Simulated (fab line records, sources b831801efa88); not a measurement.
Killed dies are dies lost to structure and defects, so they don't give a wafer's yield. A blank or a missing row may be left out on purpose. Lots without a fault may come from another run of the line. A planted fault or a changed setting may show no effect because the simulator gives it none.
A struck lot beside a sound one | flow sky130 | 18 steps out of a route of 708
Sound: wafers L148.2, L148.3, L148.4. Struck: wafers L158.2, L158.4, L158.6. The cause comes at the end.
At each step with rows: each side's tool, then ch and its chambers, then its first start. Under that, the readings that differ: sound wafers | struck wafers | difference of the means | sigmas: that difference in standard deviations of wafers without a fault.
alike: readings whose means differ by less than 2 such deviations, and words and numbers that are the same on both sides. not compared: withheld readings, readings that some wafer has no value for, bounds like >300 that may hide the same value, and numbers for which the record gives no deviation and whose values overlap.
The two part at a step that has a row with sigmas, a row that says differs or no value, or rows on one side only. Numbers that don't overlap but have no deviation are shown without sigmas and don't part them. A reading that every wafer of one side lacks parts them only if that side has two wafers or more.

first, 3 steps without rows for these wafers: SKY_SONOS_ONO_WET_ETCH_18 (etches Si3N4 in H3PO4, target depth 15 nm, time 172 s); SKY_GATE_OXIDE_CLEAN_00 (cleans in SC1/SC2, time 150 s); SKY_GATE_OXIDE_OXIDATION_01 (stabilise 600 s, purge 300 s, target thk 10.268 nm).
SKY_GATE_OXIDE_THK_MEAS_02:
  sound on film_metro-01, day 13 06:44; struck on film_metro-04, day 17 06:58
  alike: GATE_OXIDE_OXIDATION_00_THK
then, 7 steps without rows for these wafers: SKY_GATE_OXIDE_DEHYDRATE_03 (time 60 s); SKY_GATE_OXIDE_HMDS_04 (prime time 60 s); SKY_GATE_OXIDE_COAT_05 (resist thk 1140 nm); SKY_GATE_OXIDE_SOFTBAKE_06 (time 60 s); SKY_GATE_OXIDE_EXPOSE_07 (exposes mask LVOM, target cd 600 nm); SKY_GATE_OXIDE_PEB_08; SKY_GATE_OXIDE_DEVELOP_09 (develop time 60 s).
SKY_GATE_OXIDE_OVL_MEAS_10:
  sound on overlay-01, day 14 08:46; struck on overlay-02, day 18 12:40
  alike: GATE_OXIDE_OVL
SKY_GATE_OXIDE_IMPLANT_11:
  sound on implanter-02 ch 0, day 14 08:49; struck on implanter-03 ch 0, day 18 12:43
  reading            | sound                       | struck                        | difference | sigmas
  dose_ions_cm2      | 2.603e+12 2.6e+12 2.603e+12 | 3.709e+12 3.709e+12 3.709e+12 | +1.107e+12 | +99 or more
  faraday_current_uA | 15.17 14.97 14.63           | 20.21 20.99 21.33             | +5.92      | +20
then, 1 step without rows for these wafers: SKY_GATE_OXIDE_WET_ETCH_12 (etches SiO2 in dHF, target depth 16.8 nm, time 336 s).
SKY_GATE_OXIDE_STRIP_13: strips in O2/N2.
  sound on plasma_asher-01 ch 0,1, day 14 09:02; struck on plasma_asher-02 ch 0,1, day 18 12:58
  alike: drypump_motor_current_A, oes_product_au, strip_time_to_endpoint_s
  not compared: rf_hours_counter_h
SKY_GATE_OXIDE_TW_MEAS_14:
  sound on film_metro-02, day 14 09:09; struck on film_metro-04, day 18 13:04
  reading       | sound             | struck            | difference | sigmas
  GATE_OXIDE_TW | 225.6 224.7 226.1 | 248.4 248.4 248.7 | +23.0      | +21
then, 1 step without rows for these wafers: SKY_GATE_OXIDE_CLEAN_15 (cleans in SC1/SC2, time 150 s).
SKY_PAD_OPEN_PROBE_99:
  the record has rows for the sound wafers here (prober-01, day 46 04:11) and none for the struck ones

WHERE THEY PART
First at SKY_GATE_OXIDE_IMPLANT_11; last, within this record, at SKY_PAD_OPEN_PROBE_99.

WHY: what the simulator had put in
Process parameter drift: implanter-03, from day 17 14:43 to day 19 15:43, at SKY_GATE_OXIDE_IMPLANT_11. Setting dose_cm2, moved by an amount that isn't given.
